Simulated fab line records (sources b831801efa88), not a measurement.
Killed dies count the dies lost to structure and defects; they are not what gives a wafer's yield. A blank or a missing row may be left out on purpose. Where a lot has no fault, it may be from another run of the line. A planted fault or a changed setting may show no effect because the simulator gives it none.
fab line records	flow sky130
record: lots: 7	wafers: 21	last-day: 50
route steps=708 shown SONOS_TUNNEL@158 SONOS_ONO@168 PAD_OPEN@708
lots with no fault: from the same line, run without faults
start-h: hours from the record's first day to the start of the lot's first wafer shown	wait-h: hours since the lot's step before	" the same as in the row above	L1.1+2: a single row standing in for several wafers	- no value, or no start given	* or withheld: withheld	< > ~ a bound
route shown NAME@n: NAME is a module with steps in the file, n the number in the route of the first one	usual: average and standard deviation across the fault-free wafers	same: alike in all rows	chamber/n: place in a boat	sites: readings site by site	_std_site: the standard deviation of these	_edge_site: mean of outer sites minus mean of inner sites	radius-mm: how far each site lies from the wafer's centre	mask NAME#n: copy n	behind: tool/chamber where the wafer was last shaped	hold: why the lot was held/for how many hours/how that ended	device: the transistor (n, p or np) that didn't switch	end of line: the route-end tests of the same wafers	step lacking rows: just its recipe	killed: dies lost to structure and defects at the first sort, not the wafer's yield	map: dies across one wafer; x = killed, . = not, _ = none there
set.NAME: the setting the step ran with; set.NAME@STEP: the setting that earlier step ran with	model.NAME: the simulator's own value behind a step, which no gauge read
a table for each step, a row for each wafer; lots at some steps of the route
== steps ==
step: SKY_SONOS_TUNNEL_EXPOSE_04
recipe: mask-id: TUNM	na: 0.6	source-shape: conventional	sigma-outer: 0.6	polarization: unpolarized	target-cd-nm: 410	dose-mj: 136
step: SKY_SONOS_TUNNEL_PEB_05
recipe: temp-c: withheld	time-s: *	resist: NOVOLAK
step: SKY_SONOS_TUNNEL_DEVELOP_06
recipe: resist: NOVOLAK	developer: TMAH	develop-time-s: 60	dev-temp-c: 23
step: SKY_SONOS_TUNNEL_CD_MEAS_07
recipe: target-cd-nm: 410
usual: cd-nm: 410.0/2.3
lot.wafer	tool	chamber	start-h	wait-h	cd-nm
L386.2	cd-sem-02	-	260.91	0.1	409.4
L386.3	"	-	"	"	408.7
L386.6	"	-	"	"	410.0
L392.1	cd-sem-02	-	308.22	0.1	413.5
L392.2	"	-	"	"	412.3
L392.6	"	-	"	"	411.3
L393.2	cd-sem-01	-	318.07	0.1	409.3
L393.4	"	-	"	"	405.6
L393.5	"	-	"	"	407.7
L394.1	cd-sem-02	-	326.02	0.1	411.0
L394.5	"	-	"	"	409.9
L394.6	"	-	"	"	409.4
L395.2	cd-sem-01	-	329.31	0.1	412.9
L395.3	"	-	"	"	410.9
L395.4	"	-	"	"	411.1
L404.1	cd-sem-02	-	406.04	0.1	416.0
L404.2	"	-	"	"	412.0
L404.6	"	-	"	"	414.6
L408.1	cd-sem-01	-	433.19	0.1	407.4
L408.2	"	-	"	"	412.0
L408.3	"	-	"	"	410.2
step: SKY_SONOS_TUNNEL_OVL_MEAS_08
usual: SONOS_TUNNEL_OVL: 0.5/1.3
lot.wafer	tool	chamber	start-h	wait-h	SONOS_TUNNEL_OVL[nm]
L386.2	overlay-01	-	261.01	0.1	1.9
L386.3	"	-	"	"	1.6
L386.6	"	-	"	"	1.7
L392.1	overlay-01	-	308.34	0.1	0.4
L392.2	"	-	"	"	-0.6
L392.6	"	-	"	"	1.1
L393.2	overlay-01	-	318.18	0.1	1.9
L393.4	"	-	"	"	1.2
L393.5	"	-	"	"	1.1
L394.1	overlay-02	-	326.14	0.1	0.7
L394.5	"	-	"	"	0.4
L394.6	"	-	"	"	-0.1
L395.2	overlay-02	-	329.41	0.1	-1.8
L395.3	"	-	"	"	0.6
L395.4	"	-	"	"	0.1
L404.1	overlay-01	-	406.16	0.1	1.7
L404.2	"	-	"	"	0.6
L404.6	"	-	"	"	-0.9
L408.1	overlay-02	-	433.31	0.1	-1.0
L408.2	"	-	"	"	0.9
L408.3	"	-	"	"	-1.2
step: SKY_SONOS_TUNNEL_IMPLANT_09
recipe: species: B	energy-kev: 20	dose-cm2: 1e+12	tilt-deg: withheld
step: SKY_SONOS_TUNNEL_WET_ETCH_10
recipe: chemistry: dHF	target-depth-nm: 14	target: SiO2	dilution: 100:1	temp-c: 25	time-s: 280
step: SKY_SONOS_TUNNEL_STRIP_11
recipe: chemistry: SPM	time-s: 600	temp-c: 130
step: SKY_SONOS_TUNNEL_TW_MEAS_12
usual: SONOS_TUNNEL_TW: 199.0/1.2
lot.wafer	tool	chamber	start-h	wait-h	SONOS_TUNNEL_TW
L386.2	film-metro-02	-	261.46	0.0	198.3
L386.3	"	-	"	"	198.0
L386.6	"	-	"	"	197.9
L392.1	film-metro-03	-	308.80	0.0	197.5
L392.2	"	-	"	"	198.2
L392.6	"	-	"	"	198.9
L393.2	film-metro-02	-	318.70	0.0	201.0
L393.4	"	-	"	"	200.0
L393.5	"	-	"	"	201.3
L394.1	film-metro-04	-	326.60	0.0	199.4
L394.5	"	-	"	"	200.9
L394.6	"	-	"	"	199.1
L395.2	film-metro-03	-	329.87	0.0	198.7
L395.3	"	-	"	"	198.8
L395.4	"	-	"	"	198.4
L404.1	film-metro-02	-	406.60	0.0	199.5
L404.2	"	-	"	"	198.8
L404.6	"	-	"	"	198.4
L408.1	film-metro-03	-	433.79	0.0	197.3
L408.2	"	-	"	"	197.6
L408.3	"	-	"	"	196.6
step: SKY_SONOS_TUNNEL_CLEAN_13
recipe: chemistry: dHF	time-s: 20	dilution: 100:1	dry: ipa-marangoni
step: SKY_SONOS_ONO_OXIDATION_00
recipe: temp-c: 800	ambient: O2	idle-temp-c: 700	ramp-up-c-per-min: 10	ramp-down-c-per-min: 3	stabilise-s: 600	purge-s: 300	target-thk-a: 26	ox-time-s: 1249
step: SKY_SONOS_ONO_THK_MEAS_01
recipe: reads: SiO2_of_SONOS_ONO_OXIDATION_00
usual: SONOS_ONO_OXIDATION_THK: 2.60/0.055
lot.wafer	tool	chamber	start-h	wait-h	SONOS_ONO_OXIDATION_THK[nm]
L386.2	film-metro-04	-	265.51	0.0	2.60
L386.3	"	-	"	"	2.66
L386.6	"	-	"	"	2.60
L392.1	film-metro-01	-	311.38	0.0	2.52
L392.2	"	-	"	"	2.57
L392.6	"	-	"	"	2.63
L393.2	film-metro-03	-	320.46	0.0	2.70
L393.4	"	-	"	"	2.67
L393.5	"	-	"	"	2.71
L394.1	film-metro-03	-	328.02	0.0	2.56
L394.5	"	-	"	"	2.64
L394.6	"	-	"	"	2.66
L395.2	film-metro-04	-	331.29	0.0	2.61
L395.3	"	-	"	"	2.67
L395.4	"	-	"	"	2.60
L404.1	film-metro-04	-	408.34	0.0	2.65
L404.2	"	-	"	"	2.68
L404.6	"	-	"	"	2.61
L408.1	film-metro-01	-	435.21	0.0	2.54
L408.2	"	-	"	"	2.64
L408.3	"	-	"	"	2.59
step: SKY_SONOS_ONO_CVD_02
recipe: material: Si3N4	precursor: DCS/NH3	target-thk-nm: 10.5	temp-c: 770	time-s: 180	pressure-mtorr: 250
usual: spike-tc-bottom-C: 792.3/1.8	spike-tc-centre-C: 771.0/1.3	spike-tc-lower-C: 770.1/0.98	spike-tc-top-C: 777.7/2.7	spike-tc-upper-C: 770.3/1.2	susceptor-temp-C: 770.0/0.36	zone-power-centre-pct: 13.21/0.13
lot.wafer	tool	chamber	start-h	wait-h	spike-tc-bottom-C	spike-tc-centre-C	spike-tc-lower-C	spike-tc-top-C	spike-tc-upper-C	susceptor-temp-C	zone-power-centre-pct	model.Si3N4_of_SONOS_ONO_CVD_02.thk-nm
L386.2	lpcvd-02	1	266.26	0.7	790.2	774.4	769.2	775.3	769.4	769.8	13.30	10.33
L386.3	"	1	"	"	790.4	772.3	770.5	773.5	771.3	770.1	13.42	10.32
L386.6	"	1	"	"	791.6	770.0	770.1	773.9	770.5	769.6	13.21	10.34
L392.1	lpcvd-02	1	315.18	3.8	788.6	770.1	769.6	774.4	770.6	770.3	13.33	10.36
L392.2	"	1	"	"	790.8	771.5	770.1	774.3	771.2	770.2	13.30	10.48
L392.6	"	1	"	"	788.3	771.0	769.9	775.6	769.1	769.9	13.10	10.41
L393.2	lpcvd-02	0	322.68	2.2	803.2	781.0	781.1	792.6	783.6	781.6	13.59	13
L393.4	"	0	"	"	806.4	782.3	781.6	790.1	782.4	781.6	13.65	12.92
L393.5	"	0	"	"	804.7	782.2	780.7	790.6	782.0	781.6	13.58	12.97
L394.1	lpcvd-02	0	329.86	1.8	805.8	782.5	782.4	789.5	781.2	781.0	13.49	13.04
L394.5	"	0	"	"	802.9	779.8	780.0	791.0	781.2	781.5	13.72	13.04
L394.6	"	0	"	"	804.7	778.9	780.5	790.9	781.6	781.3	13.65	12.97
L395.2	lpcvd-02	1	332.37	1.1	800.5	783.1	782.0	784.9	779.9	781.5	13.72	13
L395.3	"	1	"	"	802.8	782.5	782.7	786.9	782.3	781.2	13.26	13.08
L395.4	"	1	"	"	801.2	782.7	781.2	785.6	781.4	781.5	13.55	12.86
L404.1	lpcvd-02	1	409.16	0.8	791.8	772.7	771.0	773.4	767.9	770.5	13.07	10.45
L404.2	"	1	"	"	790.8	771.5	771.8	774.1	769.6	770.3	13.17	10.44
L404.6	"	1	"	"	789.4	770.9	769.4	774.5	769.5	770.7	13.43	10.48
L408.1	lpcvd-02	1	435.89	0.7	789.4	771.8	771.1	774.9	770.1	769.8	13.24	10.61
L408.2	"	1	"	"	790.5	771.1	771.5	776.0	772.7	769.9	13.31	10.6
L408.3	"	1	"	"	791.0	773.5	771.4	776.4	769.3	770.4	13.33	10.58
step: SKY_SONOS_ONO_THK_MEAS_03
recipe: reads: Si3N4_of_SONOS_ONO_CVD_02
usual: SONOS_ONO_CVD_02_THK: 10.47/0.14
lot.wafer	tool	chamber	start-h	wait-h	SONOS_ONO_CVD_02_THK[nm]
L386.2	film-metro-04	-	267.32	0.0	10.28
L386.3	"	-	"	"	10.31
L386.6	"	-	"	"	10.33
L392.1	film-metro-01	-	316.76	0.0	10.37
L392.2	"	-	"	"	10.44
L392.6	"	-	"	"	10.40
L393.2	film-metro-03	-	323.74	0.0	13.05
L393.4	"	-	"	"	12.92
L393.5	"	-	"	"	12.97
L394.1	film-metro-04	-	330.91	0.0	13.07
L394.5	"	-	"	"	13.07
L394.6	"	-	"	"	12.94
L395.2	film-metro-03	-	333.43	0.0	13.02
L395.3	"	-	"	"	13.02
L395.4	"	-	"	"	12.82
L404.1	film-metro-01	-	410.21	0.0	10.42
L404.2	"	-	"	"	10.37
L404.6	"	-	"	"	10.56
L408.1	film-metro-04	-	436.94	0.0	10.65
L408.2	"	-	"	"	10.64
L408.3	"	-	"	"	10.58
step: SKY_SONOS_ONO_CVD_04
recipe: material: SiO2	precursor: SiH4/N2O	target-thk-nm: 5.7199	temp-c: 900	pressure-mtorr: 400
step: SKY_PAD_OPEN_PROBE_99
usual: killed_at_M0_to_M3: 44/6.8	killed_at_M4_up: 2.9/1.7	killed-at-contacts: 24/5.2	killed-at-front-end: 15/4	killed-at-other: 0.2/0.44	killed-dies: 86/9.9	killed-open: 47/7.9	killed-short: 39/6.3
same: gross-dies: 492	killed-at-back-side: 0
lot.wafer	tool	chamber	start-h	wait-h	killed_at_M0_to_M3	killed_at_M4_up	killed-at-contacts	killed-at-front-end	killed-at-other	killed-dies	killed-open	killed-short	model.etest.sonos-erased.drive-ua-um	model.etest.sonos-uncharged.r-on-ohm-um	model.etest.sonos-programmed.off-log10-a-um	model.etest.cap-ono.gate-log10-a-cm2	model.etest.cap-ono.gate-bv-v	model.etest.cap-ono.tox-acc-nm	model.etest.sonos-programmed.vt-v	model.etest.sonos-erased.vt-v
L386.2	prober-02	-	1092.32	0.1	38	6	21	14	0	79	39	40	181.3	786	-13.87	-7.66	16.09	12.69	1.574	-2.347
L386.3	prober-02	-	1092.37	0.2	38	1	19	13	0	71	39	31	182.7	796.8	-13.93	-7.784	15.88	12.72	1.481	-2.331
L386.6	prober-02	-	1092.52	0.2	40	2	26	13	0	81	40	39	196.2	792	-14.01	-7.77	16.68	12.75	1.471	-2.336
L392.1	prober-02	-	1123.36	0.1	43	2	25	13	0	83	40	43	209.6	826.5	-13.92	-7.719	16.42	12.71	1.546	-2.375
L392.2	prober-02	-	1123.41	0.1	50	3	23	15	0	91	49	41	190.9	830.8	-13.99	-7.941	16.52	12.83	1.482	-2.312
L392.6	prober-02	-	1123.61	0.2	43	1	17	14	0	75	41	34	216.2	805.5	-14.03	-7.867	16.13	12.82	1.494	-2.336
L393.2	prober-01	-	1127.60	0.1	45	2	22	9	2	80	42	38	121.8	854.3	-12.12	-9.556	17.68	14.16	0.7698	-1.526
L393.4	prober-01	-	1127.70	0.2	40	1	17	15	2	75	41	34	105	847.6	-11.97	-9.468	17.78	14.12	0.7857	-1.535
L393.5	prober-01	-	1127.75	0.2	38	3	15	16	0	72	39	33	110.5	840.5	-11.39	-9.54	17.82	14.17	0.7546	-1.553
L394.1	prober-02	-	1138.79	0.1	46	4	28	17	0	95	52	43	114.2	858.5	-10.66	-9.703	18.04	14.32	0.6103	-1.506
L394.5	prober-02	-	1138.99	0.2	45	4	33	18	0	100	46	53	101.3	859.4	-10.71	-9.588	18.14	14.25	0.652	-1.498
L394.6	prober-02	-	1139.04	0.2	44	0	21	19	0	84	44	40	103.6	844	-9.899	-9.61	18.05	14.19	0.5899	-1.526
L395.2	prober-01	-	1140.74	0.1	47	5	23	8	0	83	32	51	108.4	839.5	-11.07	-9.57	17.96	14.19	0.7067	-1.547
L395.3	prober-01	-	1140.79	0.2	44	2	31	11	0	88	46	42	110.2	858.5	-10.73	-9.547	17.4	14.2	0.6359	-1.536
L395.4	prober-01	-	1140.84	0.2	53	5	29	17	0	104	65	39	101.9	854.5	-11.44	-9.541	17.94	14.21	0.7037	-1.493
L404.1	prober-02	-	1186.33	0.1	45	3	31	14	0	93	53	40	190.7	812	-13.84	-8.076	16.39	12.99	1.405	-2.248
L404.2	prober-02	-	1186.38	0.1	42	6	14	11	0	73	39	33	188.2	808	-14.05	-7.973	16.59	12.98	1.386	-2.244
L404.6	prober-02	-	1186.58	0.2	45	1	17	12	1	76	34	42	192.9	822.7	-14.01	-8.176	16.57	13.05	1.386	-2.235
L408.1	prober-02	-	1202.69	0.1	50	5	27	18	1	101	59	42	186.6	792.7	-13.94	-8.122	16.43	12.99	1.403	-2.235
L408.2	prober-02	-	1202.74	0.1	43	3	20	17	0	83	52	31	204.6	821	-13.94	-8.092	16.45	13.01	1.404	-2.271
L408.3	prober-02	-	1202.79	0.2	43	2	26	17	0	88	56	32	170.5	803.6	-13.94	-8.123	17.06	13.03	1.353	-2.192
killed by level:class
L386.2 LI_CONTACT:geometric-particle:open=7 CONTACT:geometric-particle:short=6 CONTACT:geometric-particle:open=6 VIA2:geometric-particle:open=6 METAL1:geometric-particle:short=5 VIA1:geometric-particle:short=5 VIA1:geometric-particle:open=5 METAL2:geometric-particle:short=5
L386.3 VIA1:geometric-particle:open=11 CONTACT:geometric-particle:open=7 VIA3:geometric-particle:open=7 FIELD_ISO:geometric-particle:short=5 METAL1:geometric-particle:short=5 VIA2:geometric-particle:open=5 POLY_GATE:geometric-particle:short=4 LOCAL_INTERCONNECT:geometric-particle:short=4
L386.6 CONTACT:geometric-particle:open=10 VIA1:geometric-particle:open=8 VIA1:geometric-particle:short=8 LI_CONTACT:geometric-particle:open=7 VIA3:geometric-particle:open=6 VIA3:geometric-particle:short=6 POLY_GATE:geometric-particle:short=4 CONTACT:geometric-particle:short=4
L392.1 METAL1:geometric-particle:short=9 VIA1:geometric-particle:open=9 CONTACT:geometric-particle:open=8 CONTACT:geometric-particle:short=7 VIA3:geometric-particle:open=7 VIA1:geometric-particle:short=6 FIELD_ISO:geometric-particle:open=5 FIELD_ISO:geometric-particle:short=4
L392.2 CONTACT:geometric-particle:open=13 VIA3:geometric-particle:open=12 METAL1:geometric-particle:short=8 FIELD_ISO:geometric-particle:open=6 VIA1:geometric-particle:open=6 VIA1:geometric-particle:short=5 METAL2:geometric-particle:short=5 LOCAL_INTERCONNECT:geometric-particle:short=4
L392.6 VIA1:geometric-particle:open=14 CONTACT:geometric-particle:open=7 FIELD_ISO:geometric-particle:short=6 METAL2:geometric-particle:short=6 VIA1:geometric-particle:short=5 FIELD_ISO:geometric-particle:open=3 LI_CONTACT:geometric-particle:short=3 LI_CONTACT:geometric-particle:open=3
L393.2 VIA1:geometric-particle:open=8 VIA2:geometric-particle:open=8 VIA3:geometric-particle:open=8 CONTACT:geometric-particle:open=7 LOCAL_INTERCONNECT:geometric-particle:short=6 CONTACT:geometric-particle:short=4 METAL1:geometric-particle:short=4 VIA1:geometric-particle:short=4
L393.4 VIA1:geometric-particle:open=11 FIELD_ISO:geometric-particle:open=6 LI_CONTACT:geometric-particle:open=6 VIA1:geometric-particle:short=5 VIA2:geometric-particle:open=5 VIA3:geometric-particle:short=5 CONTACT:geometric-particle:short=4 VIA3:geometric-particle:open=4
L393.5 VIA3:geometric-particle:open=10 CONTACT:geometric-particle:open=7 METAL2:geometric-particle:short=6 VIA1:geometric-particle:open=5 POLY_GATE:geometric-particle:open=4 SPACER:geometric-particle:short=4 CONTACT:geometric-particle:short=3 LOCAL_INTERCONNECT:geometric-particle:open=3
L394.1 VIA1:geometric-particle:open=13 VIA3:geometric-particle:open=11 CONTACT:geometric-particle:open=10 VIA1:geometric-particle:short=10 LOCAL_INTERCONNECT:geometric-particle:short=8 FIELD_ISO:geometric-particle:open=5 FIELD_ISO:geometric-particle:short=4 LI_CONTACT:geometric-particle:open=4
L394.5 VIA1:geometric-particle:open=16 LOCAL_INTERCONNECT:geometric-particle:short=9 LI_CONTACT:geometric-particle:short=8 LI_CONTACT:geometric-particle:open=7 VIA2:geometric-particle:open=7 VIA1:geometric-particle:short=6 CONTACT:geometric-particle:open=5 METAL1:geometric-particle:short=5
L394.6 CONTACT:geometric-particle:open=9 VIA1:geometric-particle:open=9 METAL1:geometric-particle:short=7 POLY_GATE:geometric-particle:open=5 POLY_GATE:geometric-particle:short=5 LOCAL_INTERCONNECT:geometric-particle:short=5 LI_CONTACT:geometric-particle:open=5 METAL2:geometric-particle:short=5
L395.2 CONTACT:geometric-particle:short=11 METAL2:geometric-particle:short=10 VIA1:geometric-particle:open=6 VIA3:geometric-particle:open=6 LI_CONTACT:geometric-particle:open=5 VIA2:geometric-particle:open=5 METAL3:geometric-particle:short=5 METAL4:geometric-particle:short=5
L395.3 CONTACT:geometric-particle:open=13 VIA1:geometric-particle:open=12 CONTACT:geometric-particle:short=8 VIA3:geometric-particle:open=6 METAL2:geometric-particle:short=6 LI_CONTACT:geometric-particle:open=5 FIELD_ISO:geometric-particle:open=4 LOCAL_INTERCONNECT:geometric-particle:short=4
L395.4 CONTACT:geometric-particle:open=13 VIA3:geometric-particle:open=12 VIA1:geometric-particle:open=10 LI_CONTACT:geometric-particle:open=8 VIA2:geometric-particle:open=8 METAL2:geometric-particle:short=6 FIELD_ISO:geometric-particle:short=4 FIELD_ISO:geometric-particle:open=4
L404.1 VIA1:geometric-particle:open=11 LI_CONTACT:geometric-particle:open=10 CONTACT:geometric-particle:open=10 LOCAL_INTERCONNECT:geometric-particle:short=8 VIA3:geometric-particle:open=7 VIA3:geometric-particle:short=6 VIA2:geometric-particle:open=5 VIA1:geometric-particle:short=5
L404.2 VIA1:geometric-particle:open=12 METAL1:geometric-particle:short=7 CONTACT:geometric-particle:open=6 VIA1:geometric-particle:short=6 VIA2:geometric-particle:open=5 VIA3:geometric-particle:open=4 METAL2:geometric-particle:short=4 CONTACT:geometric-particle:short=3
L404.6 METAL1:geometric-particle:short=9 VIA1:geometric-particle:open=8 VIA1:geometric-particle:short=7 VIA2:geometric-particle:open=5 FIELD_ISO:geometric-particle:short=4 LOCAL_INTERCONNECT:geometric-particle:short=4 CONTACT:geometric-particle:short=4 CONTACT:geometric-particle:open=4
L408.1 VIA1:geometric-particle:open=14 CONTACT:geometric-particle:open=11 LI_CONTACT:geometric-particle:open=8 FIELD_ISO:geometric-particle:open=6 VIA3:geometric-particle:open=6 VIA3:geometric-particle:short=5 VIA1:geometric-particle:short=5 VIA2:geometric-particle:open=5
L408.2 VIA1:geometric-particle:open=11 CONTACT:geometric-particle:open=7 VIA1:geometric-particle:short=7 METAL1:geometric-particle:open=6 VIA2:geometric-particle:open=6 FIELD_ISO:geometric-particle:open=4 LI_CONTACT:geometric-particle:open=4 CONTACT:geometric-particle:short=4
L408.3 VIA1:geometric-particle:open=11 CONTACT:geometric-particle:open=9 VIA3:geometric-particle:open=8 POLY_GATE:geometric-particle:open=7 LOCAL_INTERCONNECT:geometric-particle:short=7 LI_CONTACT:geometric-particle:open=5 METAL1:geometric-particle:short=5 VIA2:geometric-particle:open=4
== key ==
first-sign: step: SKY_SONOS_ONO_CVD_02	reading: susceptor-temp-C	direction: up	sigmas: 32	usual: *	struck: *
effect: step: SKY_SONOS_ONO_CVD_02	reading: spike-tc-lower-C	direction: up	sigmas: 11	usual: 770.1	struck: 781.4
effect: step: SKY_SONOS_ONO_THK_MEAS_03	reading: SONOS_ONO_CVD_02_THK	direction: up	sigmas: 18	usual: 10.47	struck: 12.99
model-effect: step: SKY_SONOS_ONO_CVD_02	value: Si3N4_of_SONOS_ONO_CVD_02.thk-nm	without: 10.48	struck: 12.99
model-effect: step: SKY_PAD_OPEN_PROBE_99	value: etest.sonos-erased.drive-ua-um	without: 187.3	struck: 108.5
met-at SKY_SONOS_ONO_CVD_02
struck-wafers L393.2,L393.4,L393.5,L394.1,L394.5,L394.6,L395.2,L395.3,L395.4
tester-left-out L393,L394,L395
onset-between 315.18 322.68
fault: kind: process-parameter-drift	tool: lpcvd-02	chamber: -	onset-h: 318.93	steps: SKY_SONOS_ONO_CVD_02	channel: temp-c	offset: *	shape: step	end-h: 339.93	acts-in: *	stated: *
tester-left-out: of these lots the tester's yield and bins aren't shown, on N5 and GAA mostly nor the transistor test; their killed dies are dies lost to structure and defects alone, not to doping, threshold or leakage, so they don't give the yield
